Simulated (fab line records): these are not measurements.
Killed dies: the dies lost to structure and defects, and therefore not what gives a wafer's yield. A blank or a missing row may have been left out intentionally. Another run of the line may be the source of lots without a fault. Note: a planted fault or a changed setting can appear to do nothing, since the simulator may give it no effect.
Chamber matching :: flow gf180mcu :: rie_diel-01 running GF_V1_ETCH_16: 4 sister chambers
The step etches BARC in N2/H2. 8 wafers are shown with their chamber, then 7 later ones without.

WAFERS, EACH WITH ITS CHAMBER
wafer: L848.1
chamber: 3
throttle_valve_pct (%): 13.218
oes_product_au (a.u.): 0.856

wafer: L848.5
chamber: 0
throttle_valve_pct (%): 13.226
oes_product_au (a.u.): 0.858

wafer: L848.6
chamber: 2
throttle_valve_pct (%): 13.230
oes_product_au (a.u.): 0.860

wafer: L850.1
chamber: 1
throttle_valve_pct (%): 13.219
oes_product_au (a.u.): 0.849

wafer: L850.5
chamber: 0
throttle_valve_pct (%): 13.224
oes_product_au (a.u.): 0.855

wafer: L850.6
chamber: 3
throttle_valve_pct (%): 13.214
oes_product_au (a.u.): 0.854

wafer: L852.1
chamber: 1
throttle_valve_pct (%): 13.220
oes_product_au (a.u.): 0.860

wafer: L852.3
chamber: 2
throttle_valve_pct (%): 13.232
oes_product_au (a.u.): 0.857

WAFERS WHOSE CHAMBER IS MISSING
wafer: L852.5
throttle_valve_pct (%): 13.226
oes_product_au (a.u.): 0.852

wafer: L853.1
throttle_valve_pct (%): 13.228
oes_product_au (a.u.): 0.854

wafer: L853.5
throttle_valve_pct (%): 13.229
oes_product_au (a.u.): 0.856

wafer: L853.6
throttle_valve_pct (%): 13.227
oes_product_au (a.u.): 0.858

wafer: L862.1
throttle_valve_pct (%): 13.209
oes_product_au (a.u.): 0.867

wafer: L862.3
throttle_valve_pct (%): 13.225
oes_product_au (a.u.): 0.860

wafer: L862.5
throttle_valve_pct (%): 13.217
oes_product_au (a.u.): 0.853

WHICH CHAMBER EACH WENT THROUGH
wafer: L852.5
from the rows above: 0
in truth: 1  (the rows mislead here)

wafer: L853.1
from the rows above: can't be placed: 0 or 2
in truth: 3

wafer: L853.5
from the rows above: can't be placed: 2 or 0
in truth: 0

wafer: L853.6
from the rows above: can't be placed: 0 or 2
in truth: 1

wafer: L862.1
from the rows above: can't be placed: 3 or 1
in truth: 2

wafer: L862.3
from the rows above: 0
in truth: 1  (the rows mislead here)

wafer: L862.5
from the rows above: can't be placed: 3 or 1
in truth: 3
0 of 7 placed correctly. Unplaceable from these rows: 5, with the true chamber sitting among the candidates in 2. Wrongly placed: 2.
How it was worked out, from the rows above alone: a wafer's distance from a chamber is the root of the sum, over the readings, of the square of ((its reading less the chamber's mean) divided by the reading's scatter). If the next closest chamber is less than 2 further off than the closest, the wafer can't be placed; otherwise it belongs to the closest. Each chamber's mean is taken over the wafers shown for it. The scatter: take each reading less its chamber's mean, square it, sum over the shown wafers, divide by the number of wafers less the number of chambers, and take the root.
